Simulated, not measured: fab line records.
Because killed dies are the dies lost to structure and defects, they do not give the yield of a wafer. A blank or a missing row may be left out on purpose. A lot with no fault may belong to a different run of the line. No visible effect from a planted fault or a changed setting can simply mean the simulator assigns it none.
Check of tool commonality ; flow gf180mcu ; 11 lots, 33 wafers sampled

== WHAT PROMPTED THE OPENING ==
At GF_VT_IMPLANT_TW_MEAS_43 the reading VT_IMPLANT_4_TW is flagged on 1 of 11 lots. Wafers without a fault read 690, standard deviation 5.5.
Rule: a lot is flagged when every wafer of it that has a number lies more than 4 standard deviations from that mean, or none has a number. As for the other lots, they are considered sound.

lot;measured;on;VT_IMPLANT_4_TW, wafer by wafer;flag
L100;day 7 10:53;film_metro-03;683 686 679;
L104;day 8 13:30;film_metro-02;700 700 699;
L105;day 8 23:14;film_metro-03;687 684 693;
L108;day 9 19:34;film_metro-04;693 693 691;
L109;day 10 02:20;film_metro-02;697 702 696;
L112;day 10 20:14;film_metro-04;688 690 688;
L117;day 12 07:32;film_metro-03;533 537 536;FLAGGED
L120;day 13 01:45;film_metro-02;694 696 698;
L121;day 13 09:23;film_metro-03;686 685 689;
L122;day 13 15:01;film_metro-02;696 693 691;
L123;day 14 03:14;film_metro-03;682 685 688;
Average over the flagged lots: 535; offset from the usual -155, equal to -28 standard deviations.

== WHICH TOOL RAN EACH LOT ==
The record holds 3 process steps before the reading, out of a route of 602 steps. Cell contents, in order: the tool; ch with the chambers the sampled wafers went through; the start.
lot;flag;GF_VT_IMPLANT_STRIP_09;GF_VT_IMPLANT_STRIP_31;GF_VT_IMPLANT_STRIP_42
L100;;plasma_asher-01 ch 0,1, day 5 12:12;plasma_asher-04 ch 0,1, day 6 18:29;plasma_asher-03 ch 0,1, day 7 10:47
L104;;plasma_asher-03 ch 0,1, day 6 12:50;plasma_asher-04 ch 0,1, day 7 20:59;plasma_asher-01 ch 0,1, day 8 13:24
L105;;plasma_asher-03 ch 0,1, day 6 21:09;plasma_asher-04 ch 0,1, day 8 06:32;plasma_asher-03 ch 0,1, day 8 23:08
L108;;plasma_asher-03 ch 0,1, day 7 16:16;plasma_asher-03 ch 0,1, day 9 02:02;plasma_asher-04 ch 0,1, day 9 19:29
L109;;plasma_asher-03 ch 0,1, day 7 23:11;plasma_asher-04 ch 0,1, day 9 08:38;plasma_asher-04 ch 0,1, day 10 02:14
L112;;plasma_asher-04 ch 0,1, day 8 16:09;plasma_asher-01 ch 0,1, day 10 02:38;plasma_asher-03 ch 0,1, day 10 20:08
L117;FLAGGED;plasma_asher-03 ch 0, day 10 01:02;plasma_asher-04 ch 0,1, day 11 13:03;plasma_asher-01 ch 1, day 12 07:26
L120;;plasma_asher-04 ch 0,1, day 10 18:08;plasma_asher-03 ch 0,1, day 12 06:42;plasma_asher-01 ch 0,1, day 13 01:39
L121;;plasma_asher-03 ch 0,1, day 10 23:35;plasma_asher-03 ch 0,1, day 12 13:20;plasma_asher-03 ch 0,1, day 13 09:17
L122;;plasma_asher-01 ch 0,1, day 11 06:41;plasma_asher-03 ch 0,1, day 12 19:07;plasma_asher-04 ch 0,1, day 13 14:56
L123;;plasma_asher-01 ch 0,1, day 11 16:06;plasma_asher-01 ch 0,1, day 13 06:50;plasma_asher-04 ch 0,1, day 14 03:08
What these steps do:
- GF_VT_IMPLANT_STRIP_09: strips in O2/N2.
- GF_VT_IMPLANT_STRIP_31: strips in O2/N2.
- GF_VT_IMPLANT_STRIP_42: strips in O2/N2.
- GF_VT_IMPLANT_TW_MEAS_43

== FLAGGED AGAINST TOTAL, ONE TOOL AT A TIME (gauges that did the reading follow at the end) ==
step;tool;lots run;flagged;share of the flagged lots;sound lots run after its first flagged lot
GF_VT_IMPLANT_STRIP_09;plasma_asher-01;3;0;none;-
GF_VT_IMPLANT_STRIP_09;plasma_asher-03;6;1;all;1 (L121)
GF_VT_IMPLANT_STRIP_09;plasma_asher-04;2;0;none;-
GF_VT_IMPLANT_STRIP_31;plasma_asher-01;2;0;none;-
GF_VT_IMPLANT_STRIP_31;plasma_asher-03;4;0;none;-
GF_VT_IMPLANT_STRIP_31;plasma_asher-04;5;1;all;0
GF_VT_IMPLANT_STRIP_42;plasma_asher-01;3;1;all;1 (L120)
GF_VT_IMPLANT_STRIP_42;plasma_asher-03;4;0;none;-
GF_VT_IMPLANT_STRIP_42;plasma_asher-04;4;0;none;-
GF_VT_IMPLANT_TW_MEAS_43;film_metro-02;4;0;none;-
GF_VT_IMPLANT_TW_MEAS_43;film_metro-03;5;1;all;2 (L121,L123)
GF_VT_IMPLANT_TW_MEAS_43;film_metro-04;2;0;none;-

== WHAT THE TABLE PERMITS ==
4 rows of the table ran every flagged lot: plasma_asher-03 at GF_VT_IMPLANT_STRIP_09, plasma_asher-04 at GF_VT_IMPLANT_STRIP_31, plasma_asher-01 at GF_VT_IMPLANT_STRIP_42, film_metro-03 at GF_VT_IMPLANT_TW_MEAS_43.
- plasma_asher-03 at GF_VT_IMPLANT_STRIP_09 ran 6 lots, 1 of them flagged. After the first flagged lot (L121), sound lots still ran on it; a lasting fault on the whole tool would not permit that.
- plasma_asher-04 at GF_VT_IMPLANT_STRIP_31 ran 5 lots, 1 of them flagged. Its last sound lot is L109 (day 9 08:38), its first flagged lot L117 (day 11 13:03): a fault that began between those two fits. Its own readings (oes_product_au) fall more than 4 standard deviations out on all wafers of the flagged lots.
- plasma_asher-01 at GF_VT_IMPLANT_STRIP_42 ran 3 lots, 1 of them flagged. After the first flagged lot (L120), sound lots still ran on it; a lasting fault on the whole tool would not permit that. Its own readings (strip_time_to_endpoint_s) fall more than 4 standard deviations out on all wafers of the flagged lots.
- film_metro-03 at GF_VT_IMPLANT_TW_MEAS_43 ran 5 lots, 1 of them flagged. After the first flagged lot (L121, L123), sound lots still ran on it; a lasting fault on the whole tool would not permit that.
plasma_asher-04 at GF_VT_IMPLANT_STRIP_31 is the single tool remaining.

== WHAT WAS PUT IN BY THE SIMULATOR ==
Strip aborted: plasma_asher-04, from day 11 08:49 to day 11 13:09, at GF_VT_IMPLANT_STRIP_31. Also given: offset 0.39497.
Lots struck among those shown: L117. The same result came from the rule above.
